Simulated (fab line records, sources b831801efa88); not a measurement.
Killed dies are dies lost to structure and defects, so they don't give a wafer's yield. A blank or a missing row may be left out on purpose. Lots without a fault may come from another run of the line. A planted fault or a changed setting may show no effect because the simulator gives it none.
fab line records | flow sky130
record lots=12 wafers=36 last_day=50
route steps=708 shown VT_ADJUST_PCH@150 POLY_GATE@236 LDD_P@257 LDD_HVN@277 LDD_HVP@288 CONTACT@422
lots that met no fault: from a run of the same line without faults
start_h: hours from the record's first day to the start of the lot's first wafer shown | wait_h: hours since the lot's step before | " the same as in the row above | L1.1+2: a row that stands for several wafers | - no value, or no start given | * or withheld: withheld | < > ~ a bound
route shown NAME@n: a module of which the file shows steps, and the number in the route of the first | usual: mean/standard deviation of fault-free wafers | same: alike in all rows | chamber/n: place in a boat | sites: the reading at each site | _std_site: their standard deviation | _edge_site: outer sites' mean less inner sites' | radius_mm: how far each site lies from the wafer's centre | mask NAME#n: copy n | behind: the tool/chamber that last shaped the wafer | hold: why the lot was held/for how many hours/how that ended | device: the transistor (n, p or np) that didn't switch | end of line: the same wafers' tests at the end of the route | a step without rows: its recipe alone | killed: dies lost to structure and defects at the first sort, not the wafer's yield | map: a wafer's dies, x killed, . not, _ none there
set.NAME: the setting as run; set.NAME@STEP: as run at that earlier step | model.NAME: the simulator's own value behind a step, which no gauge read
steps of the route over a sample of lots; a table a step, a row a wafer
services: from which hour (start_h, from the record's first day; less than 0 if before it) a tool's chamber was out of use, for how many hours, and why
## steps
# step SKY_VT_ADJUST_PCH_OVL_MEAS_07
# usual VT_ADJUST_PCH_OVL=-0.1/1.3
# columns lot.wafer tool chamber start_h wait_h VT_ADJUST_PCH_OVL[nm]
L163.1 overlay-02 - 250.49 - -1.3
L163.2 " - " " -0.8
L163.6 " - " " -0.2
L165.2 overlay-02 - 260.62 - -1.6
L165.3 " - " " -0.7
L165.6 " - " " -0.3
L167.1 overlay-01 - 284.14 - 1.5
L167.2 " - " " 0.9
L167.6 " - " " -0.8
L168.1 overlay-02 - 293.37 - -0.9
L168.4 " - " " -2.5
L168.6 " - " " -2.4
L170.1 overlay-01 - 301.44 - 1.2
L170.4 " - " " 2.0
L170.5 " - " " 3.3
L174.3 overlay-01 - 327.50 - 0.3
L174.4 " - " " 0.1
L174.6 " - " " -0.3
L175.4 overlay-02 - 333.21 - 1.0
L175.5 " - " " -0.4
L175.6 " - " " 0.3
L176.2 overlay-01 - 338.30 - 1.3
L176.5 " - " " -0.8
L176.6 " - " " -0.7
L181.2 overlay-01 - 367.94 - 1.0
L181.5 " - " " -0.8
L181.6 " - " " 0.6
L182.1 overlay-02 - 379.47 - 0.0
L182.2 " - " " -2.7
L182.4 " - " " 0.7
L183.2 overlay-02 - 381.57 - 0.9
L183.3 " - " " -1.5
L183.6 " - " " -0.3
L185.1 overlay-02 - 393.64 - 0.8
L185.2 " - " " -1.2
L185.4 " - " " 0.8
# step SKY_POLY_GATE_CD_MEAS_22
# usual cd_nm=152.1/2
# columns lot.wafer tool chamber start_h wait_h cd_nm
L163.1 cd_sem-01 - 393.75 0.1 152.0
L163.2 " - " " 149.8
L163.6 " - " " 150.4
L165.2 cd_sem-02 - 408.97 0.1 154.0
L165.3 " - " " 148.0
L165.6 " - " " 152.9
L167.1 cd_sem-02 - 435.37 0.1 148.5
L167.2 " - " " 151.5
L167.6 " - " " 152.1
L168.1 cd_sem-02 - 443.37 0.1 155.5
L168.4 " - " " 153.5
L168.6 " - " " 156.0
L170.1 cd_sem-01 - 454.61 0.1 149.1
L170.4 " - " " 148.0
L170.5 " - " " 149.2
L174.3 cd_sem-02 - 485.34 0.1 154.6
L174.4 " - " " 153.7
L174.6 " - " " 152.9
L175.4 cd_sem-01 - 495.55 0.1 153.7
L175.5 " - " " 153.6
L175.6 " - " " 151.5
L176.2 cd_sem-01 - 501.67 0.1 152.8
L176.5 " - " " 153.0
L176.6 " - " " 153.1
L181.2 cd_sem-02 - 533.20 0.1 153.4
L181.5 " - " " 153.5
L181.6 " - " " 156.3
L182.1 cd_sem-01 - 543.75 0.1 155.7
L182.2 " - " " 154.0
L182.4 " - " " 154.2
L183.2 cd_sem-02 - 548.17 0.1 150.5
L183.3 " - " " 154.5
L183.6 " - " " 149.9
L185.1 cd_sem-02 - 557.68 0.1 151.9
L185.2 " - " " 150.2
L185.4 " - " " 152.9
# step SKY_LDD_P_COAT_02
# recipe resist=NOVOLAK spin_rpm=3000 resist_thk_nm=1140
# usual chill_plate_temp_C=23.00/0.13 dispense_pressure_kPa=47/5.4
# columns lot.wafer tool chamber start_h wait_h chill_plate_temp_C dispense_pressure_kPa
L163.1 litho_track-02 0 437.92 0.1 23.27 48
L163.2 " 0 " " 23.20 48
L163.6 " 0 " " 23.19 48
L165.2 litho_track-04 0 454.82 0.1 23.21 54
L165.3 " 0 " " 23.16 54
L165.6 " 0 " " 23.12 54
L167.1 litho_track-01 0 482.54 0.1 23.11 41
L167.2 " 0 " " 23.02 42
L167.6 " 0 " " 22.99 42
L168.1 litho_track-02 0 490.02 0.1 22.92 48
L168.4 " 0 " " 22.92 48
L168.6 " 0 " " 22.82 48
L170.1 litho_track-02 0 500.12 0.1 22.89 48
L170.4 " 0 " " 22.93 48
L170.5 " 0 " " 22.90 48
L174.3 litho_track-01 - 530.79 0.1 - -
L174.4 " - " " - -
L174.6 " - " " - -
L175.4 litho_track-01 - 542.21 0.1 - -
L175.5 " - " " - -
L175.6 " - " " - -
L176.2 litho_track-02 - 548.89 0.1 - -
L176.5 " - " " - -
L176.6 " - " " - -
L181.2 litho_track-01 0 579.01 0.1 23.13 42
L181.5 " 0 " " 23.13 41
L181.6 " 0 " " 23.21 42
L182.1 litho_track-01 0 588.29 0.1 23.22 42
L182.2 " 0 " " 23.20 42
L182.4 " 0 " " 23.22 42
L183.2 litho_track-01 0 592.81 0.1 22.79 42
L183.3 " 0 " " 22.90 42
L183.6 " 0 " " 22.80 42
L185.1 litho_track-04 0 602.24 0.1 22.92 54
L185.2 " 0 " " 22.87 54
L185.4 " 0 " " 22.99 54
# step SKY_LDD_P_CD_MEAS_07
# recipe target_cd_nm=380
# usual cd_nm=379.4/2.5
# columns lot.wafer tool chamber start_h wait_h cd_nm
L163.1 cd_sem-01 - 454.14 0.1 381.1
L163.2 " - " " 382.5
L163.6 " - " " 383.4
L165.2 cd_sem-01 - 468.86 0.1 379.6
L165.3 " - " " 381.5
L165.6 " - " " 381.5
L167.1 cd_sem-01 - 497.69 0.1 378.6
L167.2 " - " " 377.3
L167.6 " - " " 377.9
L168.1 cd_sem-02 - 505.02 0.1 377.3
L168.4 " - " " 377.3
L168.6 " - " " 378.6
L170.1 cd_sem-02 - 516.29 0.1 377.5
L170.4 " - " " 379.1
L170.5 " - " " 378.4
L174.3 cd_sem-02 - 546.76 0.1 -
L174.4 " - " " -
L174.6 " - " " -
L175.4 cd_sem-02 - 556.68 0.1 -
L175.5 " - " " -
L175.6 " - " " -
L176.2 cd_sem-02 - 562.81 0.1 -
L176.5 " - " " -
L176.6 " - " " -
L181.2 cd_sem-02 - 593.41 0.1 379.8
L181.5 " - " " 378.2
L181.6 " - " " 378.4
L182.1 cd_sem-02 - 602.84 0.1 384.7
L182.2 " - " " 382.5
L182.4 " - " " 384.4
L183.2 cd_sem-02 - 607.96 0.1 381.9
L183.3 " - " " 383.5
L183.6 " - " " 380.5
L185.1 cd_sem-01 - 617.29 0.1 379.1
L185.2 " - " " 380.3
L185.4 " - " " 379.3
# step SKY_LDD_HVN_TW_MEAS_10
# usual LDD_HVN_TW=1422/13
# columns lot.wafer tool chamber start_h wait_h hold LDD_HVN_TW
L163.1 film_metro-03 - 484.35 0.1 - 1406
L163.2 " - " " - 1412
L163.6 " - " " - 1413
L165.2 film_metro-04 - 499.49 0.1 - 1429
L165.3 " - " " - 1445
L165.6 " - " " - 1443
L167.1 film_metro-02 - 528.30 0.1 - 1411
L167.2 " - " " - 1412
L167.6 " - " " - 1410
L168.1 film_metro-02 - 535.48 0.1 - 1404
L168.4 " - " " - 1408
L168.6 " - " " - 1411
L170.1 film_metro-03 - 546.90 0.1 - 1425
L170.4 " - " " - 1429
L170.5 " - " " - 1425
L174.3 film_metro-04 - 576.69 0.1 await_dispo/0.2h/release 1481
L174.4 " - " " await_dispo/0.2h/release 1481
L174.6 " - " " await_dispo/0.2h/release 1484
L174.3 film_metro-04 - 576.92 0.2 - 1482
L174.4 " - " " - 1479
L174.6 " - " " - 1480
L175.4 film_metro-03 - 586.88 0.1 - 1446
L175.5 " - " " - 1448
L175.6 " - " " - 1451
L176.2 film_metro-03 - 593.18 0.1 - 1453
L176.5 " - " " - 1454
L176.6 " - " " - 1458
L181.2 film_metro-03 - 623.34 0.1 - 1417
L181.5 " - " " - 1406
L181.6 " - " " - 1418
L182.1 film_metro-03 - 632.67 0.1 - 1416
L182.2 " - " " - 1412
L182.4 " - " " - 1416
L183.2 film_metro-02 - 637.19 0.1 - 1420
L183.3 " - " " - 1417
L183.6 " - " " - 1417
L185.1 film_metro-02 - 647.02 0.1 - 1411
L185.2 " - " " - 1410
L185.4 " - " " - 1415
# step SKY_LDD_HVP_TW_MEAS_10
# usual LDD_HVP_TW=454/3.5
# columns lot.wafer tool chamber start_h wait_h hold LDD_HVP_TW
L163.1 film_metro-04 - 515.27 0.1 - 456
L163.2 " - " " - 457
L163.6 " - " " - 453
L165.2 film_metro-04 - 530.01 0.1 - 454
L165.3 " - " " - 456
L165.6 " - " " - 455
L167.1 film_metro-04 - 558.47 0.1 - 455
L167.2 " - " " - 456
L167.6 " - " " - 455
L168.1 film_metro-01 - 565.12 0.1 - 455
L168.4 " - " " - 453
L168.6 " - " " - 454
L170.1 film_metro-01 - 576.65 0.1 - 454
L170.4 " - " " - 454
L170.5 " - " " - 453
L174.3 film_metro-04 - 605.84 0.1 await_dispo/0.2h/release 704
L174.4 " - " " await_dispo/0.2h/release 704
L174.6 " - " " await_dispo/0.2h/release 702
L174.3 film_metro-04 - 606.07 0.2 - 705
L174.4 " - " " - 707
L174.6 " - " " - 706
L175.4 film_metro-01 - 616.20 0.1 await_dispo/0.2h/release 693
L175.5 " - " " await_dispo/0.2h/release 692
L175.6 " - " " await_dispo/0.2h/release 695
L175.4 film_metro-01 - 616.43 0.2 - 696
L175.5 " - " " - 693
L175.6 " - " " - 695
L176.2 film_metro-04 - 622.76 0.1 await_dispo/0.2h/release 704
L176.5 " - " " await_dispo/0.2h/release 704
L176.6 " - " " await_dispo/0.2h/release 703
L176.2 film_metro-04 - 622.99 0.2 - 704
L176.5 " - " " - 708
L176.6 " - " " - 705
L181.2 film_metro-02 - 652.56 0.1 - 450
L181.5 " - " " - 446
L181.6 " - " " - 448
L182.1 film_metro-04 - 661.65 0.1 - 456
L182.2 " - " " - 455
L182.4 " - " " - 458
L183.2 film_metro-01 - 665.81 0.1 - 452
L183.3 " - " " - 455
L183.6 " - " " - 455
L185.1 film_metro-01 - 675.82 0.1 - 453
L185.2 " - " " - 453
L185.4 " - " " - 453
# step SKY_CONTACT_ETCH_16
# recipe chemistry=N2/H2 target=BARC ion_energy_ev=200 source_w=500 bias_w=100 pressure_mtorr=30 n2_flow_sccm=100 h2_flow_sccm=200 stop_on=SiO2 time_s=45.9 target_depth_a=600
# usual drypump_motor_current_A=6.0/0.37 oes_product_au=0.855/0.0045 throttle_valve_pct=13.223/0.0086
# columns lot.wafer tool chamber start_h wait_h drypump_motor_current_A oes_product_au rf_hours_counter_h throttle_valve_pct
L163.1 rie_diel-01 3 752.59 0.0 6.2 0.858 20 13.231
L163.2 " 1 " " 6.2 0.857 10 13.214
L163.6 " 3 " " 6.2 0.855 - 13.207
L165.2 rie_diel-02 3 768.59 0.0 6.2 0.859 6 13.232
L165.3 " 1 " " 5.5 0.852 15 13.227
L165.6 " 3 " " 6.2 0.858 - 13.221
L167.1 rie_diel-01 3 794.29 0.0 6.2 0.856 22 13.205
L167.2 " 2 " " 6.0 0.854 15 13.213
L167.6 " 1 " " 6.2 0.857 - 13.230
L168.1 rie_diel-01 3 800.24 0.0 6.2 0.860 22 13.221
L168.4 " 2 " " 6.0 0.865 15 13.219
L168.6 " 3 " " 6.2 0.848 - 13.199
L170.1 rie_diel-04 0 810.22 0.0 6.3 0.857 4 13.231
L170.4 " 3 " " 5.3 0.848 10 13.224
L170.5 " 2 " " 5.5 0.852 - 13.232
L181.2 rie_diel-02 0 882.29 0.0 6.0 0.854 21 13.222
L181.5 " 3 " " 6.2 0.856 - 13.239
L181.6 " 0 " " 6.0 0.851 - 13.224
L182.1 rie_diel-04 3 887.69 0.0 5.3 0.851 13 13.223
L182.2 " 0 " " 6.3 0.852 7 13.227
L182.4 " 1 " " 6.4 0.848 11 13.220
L183.2 rie_diel-04 3 893.64 0.0 5.3 0.845 14 13.214
L183.3 " 1 " " 6.4 0.860 11 13.219
L183.6 " 2 " " 5.5 0.853 - 13.223
L185.1 rie_diel-01 3 908.19 0.0 6.2 0.859 27 13.231
L185.2 " 1 " " 6.1 0.857 15 13.215
L185.4 " 2 " " 6.0 0.859 20 13.231
## services
# columns tool chamber start_h hours kind
rie_diel-04 2 479.83 7.9 repair
rie_diel-01 0 490.41 4.0 repair
rie_diel-01 0 532.26 4.5 repair
rie_diel-02 2 532.38 2.4 repair
rie_diel-01 3 596.02 3.4 repair
rie_diel-02 3 600.50 3.9 repair
rie_diel-04 0 606.11 16.3 repair
rie_diel-01 0 608.50 7.9 repair
rie_diel-04 1 620.27 8.9 repair
rie_diel-01 1 624.52 9.3 repair
rie_diel-04 2 625.20 9.6 repair
rie_diel-04 1 638.24 1.6 repair
rie_diel-02 1 639.60 3.7 repair
rie_diel-01 - 729.33 0.5 repair
rie_diel-04 2 733.31 4.0 repair
rie_diel-02 3 740.15 5.8 repair
rie_diel-02 0 741.32 4.7 repair
rie_diel-04 - 769.43 0.6 repair
rie_diel-01 - 795.44 0.2 repair
rie_diel-01 2 797.60 1.7 repair
rie_diel-02 - 814.61 1.0 repair
rie_diel-02 - 823.32 44.5 repair
rie_diel-04 2 862.39 2.2 repair
rie_diel-01 2 874.73 5.6 repair
## key
first_sign step=SKY_LDD_P_COAT_02 reading=tool_record direction=missing
effect step=SKY_LDD_P_CD_MEAS_07 reading=cd_nm direction=missing
effect step=SKY_LDD_HVN_TW_MEAS_10 reading=LDD_HVN_TW direction=up sigmas=2.9 usual=1422 struck=1462
effect step=SKY_LDD_HVP_TW_MEAS_10 reading=LDD_HVP_TW direction=up sigmas=69 usual=454 struck=700
met_at SKY_LDD_P_COAT_02
struck_lots L174,L175,L176
scrapped_behind SKY_LDD_HVP_TW_MEAS_10 L174.3,L174.4,L174.6,L175.4,L175.5,L175.6,L176.2,L176.5,L176.6
not_acting_at SKY_VT_ADJUST_PCH_OVL_MEAS_07,SKY_POLY_GATE_CD_MEAS_22,SKY_CONTACT_ETCH_16
onset_between 500.12 530.79
fault kind=skipped_step_whole tool=litho_track-01,litho_track-02 chamber=- onset_h=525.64 steps=SKY_LDD_P_COAT_02 scope=struck_lots_only
